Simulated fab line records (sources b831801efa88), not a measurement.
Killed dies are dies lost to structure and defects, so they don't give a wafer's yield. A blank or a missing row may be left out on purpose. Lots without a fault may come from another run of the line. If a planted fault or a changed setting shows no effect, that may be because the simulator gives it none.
Which tool was responsible? | flow sky130 | 14 lots, 41 wafers sampled, at 2 steps of a route of 708

== WHAT EACH GAUGE READ, for each wafer ==
Not one reading of a measure or inspect step in the record can be checked against a usual standard deviation.

== EACH LOT AND THE TOOL THAT RAN IT (in order: tool; ch and the chambers of the sampled wafers; start) ==
lot  | SKY_NWELL_COAT_18                 | SKY_NWELL_STRIP_25
L390 | litho-track-02 ch 0, day 5 00:53  | plasma-asher-04 ch 0,1, day 5 10:10
L392 | litho-track-04 ch 0, day 5 10:51  | plasma-asher-01 ch 0,1, day 5 20:51
L391 | litho-track-03 ch 0, day 5 11:51  | plasma-asher-04 ch 0,1, day 5 22:17
L394 | litho-track-02 ch 0, day 5 20:59  | plasma-asher-01 ch 1, day 6 06:46
L397 | litho-track-04 ch 0, day 6 20:12  | plasma-asher-04 ch 0,1, day 7 06:19
L396 | litho-track-04 ch 0, day 6 20:45  | plasma-asher-01 ch 0,1, day 7 06:59
L404 | litho-track-02 ch 0, day 8 13:16  | plasma-asher-02 ch 0,1, day 9 00:12
L406 | litho-track-03 ch 0, day 8 20:24  | plasma-asher-04 ch 0,1, day 9 07:05
L409 | litho-track-02 ch 0, day 9 18:34  | plasma-asher-02 ch 0,1, day 10 06:37
L408 | litho-track-02 ch 0, day 9 19:37  | plasma-asher-04 ch 0,1, day 10 07:43
L410 | litho-track-02 ch 0, day 9 23:17  | plasma-asher-01 ch 0,1, day 10 11:16
L411 | litho-track-03 ch 0, day 10 01:36 | plasma-asher-01 ch 0,1, day 10 12:50
L412 | litho-track-04 ch 0, day 10 11:24 | plasma-asher-01 ch 0,1, day 10 22:14
L413 | litho-track-04 ch 0, day 10 16:33 | plasma-asher-01 ch 0,1, day 11 03:54
- SKY_NWELL_COAT_18: resist thk 3000 nm.
- SKY_NWELL_STRIP_25: strips in O2/N2.

== AS READ BY THE TOOLS THEMSELVES (means over the sampled wafers that have a number; for cases with no such wafer, the mark the record gives instead) ==
SKY_NWELL_COAT_18. Usual: resist-line-temp-C reads 23.01 C (standard deviation 0.1).
lot  | tool           | resist-line-temp-C (C) | flag
L390 | litho-track-02 | 22.92                  |
L392 | litho-track-04 | 23.00                  |
L391 | litho-track-03 | 22.91                  |
L394 | litho-track-02 | 22.84                  |
L397 | litho-track-04 | 23.01                  |
L396 | litho-track-04 | 22.90                  |
L404 | litho-track-02 | 22.90                  |
L406 | litho-track-03 | 23.11                  |
L409 | litho-track-02 | 23.02                  |
L408 | litho-track-02 | 22.94                  |
L410 | litho-track-02 | 22.95                  |
L411 | litho-track-03 | 23.00                  |
L412 | litho-track-04 | 23.12                  |
L413 | litho-track-04 | 23.10                  |

SKY_NWELL_STRIP_25. Usual: drypump-motor-current-A 5.5 A, standard deviation 0.35; o2-flow-sccm 2999 sccm, standard deviation 8.8; oes-product-au 0.723 a.u., standard deviation 0.0048; strip-time-to-endpoint-s 36.94 s, standard deviation 0.094.
lot  | tool            | drypump-motor-current-A (A) | o2-flow-sccm (sccm) | oes-product-au (a.u.) | strip-time-to-endpoint-s (s) | flag
L390 | plasma-asher-04 | 5.5                         | 3006                | 0.717                 | 36.84                        |
L392 | plasma-asher-01 | 5.5                         | 2999                | 0.723                 | 37.00                        |
L391 | plasma-asher-04 | 5.7                         | 2997                | 0.719                 | 36.89                        |
L394 | plasma-asher-01 | 5.5                         | 2983                | 0.723                 | 36.87                        |
L397 | plasma-asher-04 | 5.6                         | 3004                | 0.725                 | 36.23                        | OFF
L396 | plasma-asher-01 | 5.6                         | 2991                | 0.723                 | 36.40                        | OFF
L404 | plasma-asher-02 | 5.1                         | 2988                | 0.726                 | 37.05                        |
L406 | plasma-asher-04 | 5.7                         | 3001                | 0.724                 | 36.97                        |
L409 | plasma-asher-02 | 5.1                         | 3004                | 0.724                 | 37.04                        |
L408 | plasma-asher-04 | 5.7                         | 3008                | 0.725                 | 36.98                        |
L410 | plasma-asher-01 | 5.5                         | 3002                | 0.722                 | 36.88                        |
L411 | plasma-asher-01 | 5.6                         | 3002                | 0.718                 | 36.90                        |
L412 | plasma-asher-01 | 5.5                         | 3001                | 0.723                 | 36.99                        |
L413 | plasma-asher-01 | 5.6                         | 3001                | 0.724                 | 37.08                        |

== THE ANSWER, worked out from the rows above alone ==
Rule: lot off if the mean of its wafers having a number is beyond 3 standard deviations from the usual mean. A lot without any number at a reading at which 4 lots or more have one is off too. The other lots that the step has rows for count as sound. After the gauges, taken in route order, come the tools' own readings; for these a lot's mean is taken, as printed above. At the first step where some lot is off, the reading lying furthest off is the one used; lots without a number count as furthest.
Off at SKY_NWELL_STRIP_25 (strip-time-to-endpoint-s): L397, L396.
If a tool, at that step or one of the process steps before it, ran each lot that is off and ran no sound lot following the first of them, it fits. No candidate that was tried fits.

== WHAT THE SIMULATOR HAD PUT IN ==
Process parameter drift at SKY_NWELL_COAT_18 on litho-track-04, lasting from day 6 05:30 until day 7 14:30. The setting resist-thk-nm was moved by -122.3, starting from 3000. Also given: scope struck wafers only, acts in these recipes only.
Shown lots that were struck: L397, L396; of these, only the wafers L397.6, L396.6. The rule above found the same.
